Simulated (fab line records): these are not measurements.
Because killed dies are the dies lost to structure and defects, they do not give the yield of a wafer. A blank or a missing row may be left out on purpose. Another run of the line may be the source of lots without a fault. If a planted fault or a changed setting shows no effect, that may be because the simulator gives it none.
Chamber matching :: flow sky130 :: pecvd-01 running SKY_CAPM_CVD_00: 3 sister chambers
The step deposits SiO2, target thk 15.5 nm. 14 wafers are shown with their chamber, then 7 later ones without.

EACH WAFER AND ITS CHAMBER
wafer: L839.2
chamber: 0
heater-power-w (W): 714

wafer: L839.4
chamber: 1
heater-power-w (W): 803

wafer: L839.5
chamber: 2
heater-power-w (W): 817

wafer: L841.1
chamber: 1
heater-power-w (W): 730

wafer: L841.2
chamber: 0
heater-power-w (W): 662

wafer: L841.6
chamber: 2
heater-power-w (W): 693

wafer: L843.2
chamber: 1
heater-power-w (W): 750

wafer: L843.5
chamber: 0
heater-power-w (W): 624

wafer: L843.6
chamber: 2
heater-power-w (W): 812

wafer: L845.1
chamber: 2
heater-power-w (W): 745

wafer: L845.4
chamber: 0
heater-power-w (W): 748

wafer: L845.5
chamber: 2
heater-power-w (W): 742

wafer: L860.3
chamber: 1
heater-power-w (W): 737

wafer: L860.4
chamber: 1
heater-power-w (W): 731

SIGNATURES (averages over the wafers above)
reading: heater-power-w
chamber 0: 687.00
chamber 1: 750.20
chamber 2: 761.80
scatter within a chamber: 46.5
Rule: a wafer's distance from a chamber is the root of the sum, over the readings, of the square of ((its reading less the chamber's mean) divided by the reading's scatter). The wafer belongs to the nearest chamber; if the next one is less than 2 further off, it can't be placed. The scatter: take each reading less its chamber's mean, square it, sum over the shown wafers, divide by the number of wafers less the number of chambers, and take the root.

WAFERS WITH NO CHAMBER GIVEN
wafer: L860.6
heater-power-w (W): 698

wafer: L861.1
heater-power-w (W): 583

wafer: L861.2
heater-power-w (W): 790

wafer: L861.3
heater-power-w (W): 763

wafer: L862.2
heater-power-w (W): 716

wafer: L862.4
heater-power-w (W): 720

wafer: L862.5
heater-power-w (W): 691

EACH ONE'S CHAMBER
wafer: L860.6
from the rows above: can't be placed: 0 or 1 or 2
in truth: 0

wafer: L861.1
from the rows above: can't be placed: 0 or 1 or 2
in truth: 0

wafer: L861.2
from the rows above: can't be placed: 2 or 1 or 0
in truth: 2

wafer: L861.3
from the rows above: can't be placed: 2 or 1 or 0
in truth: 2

wafer: L862.2
from the rows above: can't be placed: 0 or 1 or 2
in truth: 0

wafer: L862.4
from the rows above: can't be placed: 1 or 0 or 2
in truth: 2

wafer: L862.5
from the rows above: can't be placed: 0 or 1 or 2
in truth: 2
Correctly placed: 0 of 7. Cannot be placed on the basis of these rows: 7; the candidates contain the true chamber in 7. 0 placed wrongly.
